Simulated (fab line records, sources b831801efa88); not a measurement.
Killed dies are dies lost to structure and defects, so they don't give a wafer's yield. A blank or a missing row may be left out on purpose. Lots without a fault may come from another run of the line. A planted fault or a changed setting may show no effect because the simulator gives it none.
Which tool did it? | flow gf180mcu | 7 lots, 21 wafers sampled, at 2 steps of a route of 602

WHAT THE GAUGES READ, wafer by wafer
GF_V5_THK_MEAS_01.
lot  | measured     | on            | V5_CVD_00_THK (nm)
L291 | day 26 13:43 | film_metro-02 | 296 298 301
L293 | day 27 06:25 | film_metro-01 | 295 296 293
L295 | day 27 19:20 | film_metro-02 | 302 300 303
L298 | day 28 14:42 | film_metro-03 | 296 296 295
L301 | day 29 19:04 | film_metro-03 | 300 301 297
L310 | day 32 00:55 | film_metro-03 | 298 302 300
L312 | day 32 12:34 | film_metro-02 | 295 292 300

WHICH TOOL RAN EACH LOT (tool, then ch and the chambers of the sampled wafers, then the start)
lot  | GF_M4_SPUTTER_04
L291 | pvd_sputter-04, day 22 17:39
L293 | pvd_sputter-02, day 23 12:43
L295 | pvd_sputter-02, day 24 03:04
L298 | pvd_sputter-02, day 25 00:54
L301 | pvd_sputter-04, day 26 06:55
L310 | pvd_sputter-04, day 28 21:22
L312 | pvd_sputter-04, day 29 10:05
- GF_M4_SPUTTER_04: material TiN, target thk 50 nm, time 41.7 s.

THE ANSWER, worked out from the rows above alone
Rule: what is usual is taken from the lots themselves. Put in order of their means at a reading, lots are off if they are a third of the lots or fewer, leave a main group of 4 or more, and stand apart from it by a gap of 3 or more times the standard deviation of the main group's means; of several such gaps the widest counts. A main group whose means are all the same, to the digits that the tables above print for the reading, isn't used. A lot without any number at a reading at which 4 lots or more have one is off too. The other lots that the step has rows for count as sound.
No lot is off at any reading shown: from this, nothing can be told.

WHAT THE SIMULATOR HAD PUT IN
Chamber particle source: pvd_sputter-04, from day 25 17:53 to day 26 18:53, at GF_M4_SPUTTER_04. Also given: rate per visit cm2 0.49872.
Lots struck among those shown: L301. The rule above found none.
